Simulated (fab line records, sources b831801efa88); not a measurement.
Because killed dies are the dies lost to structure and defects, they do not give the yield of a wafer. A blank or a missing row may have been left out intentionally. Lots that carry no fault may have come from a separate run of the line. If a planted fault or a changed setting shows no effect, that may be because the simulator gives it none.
Which tool is to blame? ; flow sky130 ; 30 wafers from 10 lots sampled at 5 of the route's 708 steps

== WHAT THE GAUGES READ, wafer by wafer ==
SKY_SONOS_ONO_THK_MEAS_05. Usual: SONOS_ONO_CVD_04_THK gives 5.76 nm (standard deviation 0.11).
lot;measured;on;SONOS_ONO_CVD_04_THK (nm);flag
L154;day 12 02:14;film-metro-02;5.61 5.67 5.82;
L155;day 12 08:11;film-metro-04;5.77 5.71 5.72;
L166;day 15 16:38;film-metro-04;5.79 5.86 5.81;
L170;day 17 07:16;film-metro-03;5.72 5.59 5.68;
L172;day 18 03:22;film-metro-03;5.84 5.80 5.77;
L173;day 18 07:33;film-metro-03;5.55 5.68 5.57;
L176;day 19 04:58;film-metro-03;5.82 5.79 5.68;

== WHAT TOOL EACH LOT RAN ON (gives the tool, then ch and the chambers of the sampled wafers, and finally the start) ==
lot;SKY_FIELD_ISO_ETCH_14;SKY_FIELD_ISO_ETCH_15;SKY_FIELD_ISO_STRIP_16;SKY_FIELD_ISO_CMP_27
L154;rie-diel-04 ch 0,2,3, day 2 11:40;rie-diel-04 ch 0,2,3, day 2 11:43;plasma-asher-04 ch 0,1, day 2 11:46;cmp-01 ch 0,2,3, day 2 17:08
L155;rie-diel-04 ch 0,1,2, day 2 15:01;rie-diel-04 ch 0,1,2, day 2 15:04;plasma-asher-02 ch 0,1, day 2 15:07;cmp-02 ch 1,2,3, day 2 21:10
L166;rie-diel-01 ch 1,2,3, day 4 23:22;rie-diel-01 ch 1,2,3, day 4 23:25;plasma-asher-01 ch 0,1, day 4 23:28;cmp-02 ch 1,2,3, day 5 06:32
L167;rie-diel-01 ch 0,1, day 5 04:31;rie-diel-01 ch 0,1, day 5 04:34;plasma-asher-01 ch 0,1, day 5 04:37;cmp-02 ch 2,3, day 5 10:11
L168;rie-diel-04 ch 0,2,3, day 5 09:52;rie-diel-04 ch 0,2,3, day 5 09:55;plasma-asher-04 ch 0,1, day 5 09:58;cmp-02 ch 2,3, day 5 13:22
L169;rie-diel-01 ch 2,3, day 5 15:34;rie-diel-01 ch 2,3, day 5 15:37;plasma-asher-01 ch 0,1, day 5 15:40;cmp-01 ch 1,2, day 5 18:59
L170;rie-diel-01 ch 2,3, day 6 01:55;rie-diel-01 ch 2,3, day 6 01:58;plasma-asher-02 ch 0,1, day 6 02:01;cmp-02 ch 0,1,2, day 6 05:20
L172;rie-diel-01 ch 1,2,3, day 6 09:52;rie-diel-01 ch 1,2,3, day 6 09:55;plasma-asher-01 ch 0,1, day 6 10:00;cmp-02 ch 1,2,3, day 6 14:43
L173;rie-diel-04 ch 1,3, day 6 12:52;rie-diel-04 ch 1,3, day 6 12:55;plasma-asher-02 ch 0,1, day 6 12:58;cmp-01 ch 0,2, day 6 18:04
L176;rie-diel-01 ch 0,3, day 7 04:54;rie-diel-01 ch 0,3, day 7 04:56;plasma-asher-04 ch 0,1, day 7 04:59;cmp-02 ch 0,3, day 7 10:34
- SKY_FIELD_ISO_ETCH_14: etches BARC in N2/H2, stops on SiO2, time 45.9 s, target depth 60 nm.
- SKY_FIELD_ISO_ETCH_15: etches the open film in CHF3/O2, stops on Si, target depth 180 nm, time 72 s.
- SKY_FIELD_ISO_STRIP_16: strips in O2/N2.
- SKY_FIELD_ISO_CMP_27: polishes, stops on Si3N4, t overpolish 16 s, target thk 457.8 nm.

== WHAT THE TOOLS THEMSELVES READ (means of the sampled wafers that have a number; where no wafer has one, the mark that the record gives instead) ==
SKY_FIELD_ISO_ETCH_14. Usual: bias-w 100.0 W, standard deviation 0.31; chamber-pressure-mTorr 30.002 mTorr, standard deviation 0.029; drypump-motor-current-A 5.6 A, standard deviation 0.44; oes-product-au 0.854 a.u., standard deviation 0.0048; throttle-valve-pct 13.226 %, standard deviation 0.0086.
lot;tool;bias-w (W);chamber-pressure-mTorr (mTorr);drypump-motor-current-A (A);oes-product-au (a.u.);throttle-valve-pct (%);flag
L154;rie-diel-04;99.8;29.984;5.8;0.851;13.225;
L155;rie-diel-04;100.3;30.019;5.9;0.853;13.230;
L166;rie-diel-01;99.9;29.995;5.6;0.855;13.233;
L167;rie-diel-01;-;-;-;-;-;OFF
L168;rie-diel-04;-;-;-;-;-;OFF
L169;rie-diel-01;-;-;-;-;-;OFF
L170;rie-diel-01;100.1;29.986;6.1;0.852;13.215;
L172;rie-diel-01;100.0;29.985;5.6;0.859;13.235;
L173;rie-diel-04;99.9;29.985;5.5;0.849;13.221;
L176;rie-diel-01;99.7;30.001;5.7;0.855;13.228;

SKY_FIELD_ISO_ETCH_15. Usual: O2_flow_sccm 5.000 sccm, standard deviation 0.014; bias-w 200.0 W, standard deviation 0.61; drypump-motor-current-A 5.6 A, standard deviation 0.44; oes-product-au 0.945 a.u., standard deviation 0.007; throttle-valve-pct 8.844 %, standard deviation 0.0085.
lot;tool;O2_flow_sccm (sccm);bias-w (W);drypump-motor-current-A (A);oes-product-au (a.u.);throttle-valve-pct (%);flag
L154;rie-diel-04;4.985;200.1;5.8;0.935;8.846;
L155;rie-diel-04;5.003;199.8;5.8;0.941;8.838;
L166;rie-diel-01;5.009;200.0;5.6;0.937;8.840;
L167;rie-diel-01;5.013;199.8;5.3;0.377;8.676;OFF
L168;rie-diel-04;5.008;199.5;5.9;0.377;8.674;OFF
L169;rie-diel-01;4.994;199.3;6.1;0.375;8.675;OFF
L170;rie-diel-01;5.008;199.8;6.1;0.946;8.842;
L172;rie-diel-01;5.007;200.1;5.6;0.956;8.849;
L173;rie-diel-04;4.995;200.0;5.4;0.950;8.849;
L176;rie-diel-01;5.010;200.3;5.7;0.950;8.836;

SKY_FIELD_ISO_STRIP_16. Usual: drypump-motor-current-A 5.7 A, standard deviation 0.42; oes-product-au 0.378 a.u., standard deviation 0.0047; strip-time-to-endpoint-s 3.56 s, standard deviation 0.053.
lot;tool;drypump-motor-current-A (A);oes-product-au (a.u.);strip-time-to-endpoint-s (s);flag
L154;plasma-asher-04;6.3;0.379;3.58;
L155;plasma-asher-02;5.5;0.379;3.56;
L166;plasma-asher-01;5.5;0.379;3.57;
L167;plasma-asher-01;5.8;0.398;4.03;OFF
L168;plasma-asher-04;6.3;0.394;4.01;OFF
L169;plasma-asher-01;5.5;0.398;3.97;OFF
L170;plasma-asher-02;5.5;0.381;3.58;
L172;plasma-asher-01;5.8;0.382;3.59;
L173;plasma-asher-02;5.4;0.377;3.62;
L176;plasma-asher-04;6.2;0.380;3.54;

SKY_FIELD_ISO_CMP_27. Usual: head-pressure-psi 4.000 psi, standard deviation 0.0086; motor-current-A 12.0 A, standard deviation 1.5.
lot;tool;head-pressure-psi (psi);motor-current-A (A);flag
L154;cmp-01;3.999;13.1;
L155;cmp-02;3.998;11.1;
L166;cmp-02;3.997;11.5;
L167;cmp-02;4.008;10.7;
L168;cmp-02;3.999;11.3;
L169;cmp-01;3.997;11.8;
L170;cmp-02;3.985;12.1;
L172;cmp-02;4.000;11.1;
L173;cmp-01;3.990;14.2;
L176;cmp-02;4.006;11.4;

== THE ANSWER, worked out from the rows above alone ==
Rule: take the mean of a lot's wafers that have a number; if it is more than 3 standard deviations from the usual mean, the lot is off. Also off: a lot with no number at a reading for which 4 or more lots have one. Any other lot the step has rows for is counted as sound. First the gauges in route order, then the tools' own readings, where a lot's mean is used as printed above. At the first step where some lot is off, the reading lying furthest off is the one used; lots without a number count as furthest.
Off, at SKY_FIELD_ISO_ETCH_14 on bias-w: L167, L168, L169. Without a number there: L167, L168, L169.
A tool fits if, at that step or a process step before it, it ran every lot that is off, and no sound lot after the first of them. Not one of the candidates tried fits.

== WHAT HAD BEEN PUT IN BY THE SIMULATOR ==
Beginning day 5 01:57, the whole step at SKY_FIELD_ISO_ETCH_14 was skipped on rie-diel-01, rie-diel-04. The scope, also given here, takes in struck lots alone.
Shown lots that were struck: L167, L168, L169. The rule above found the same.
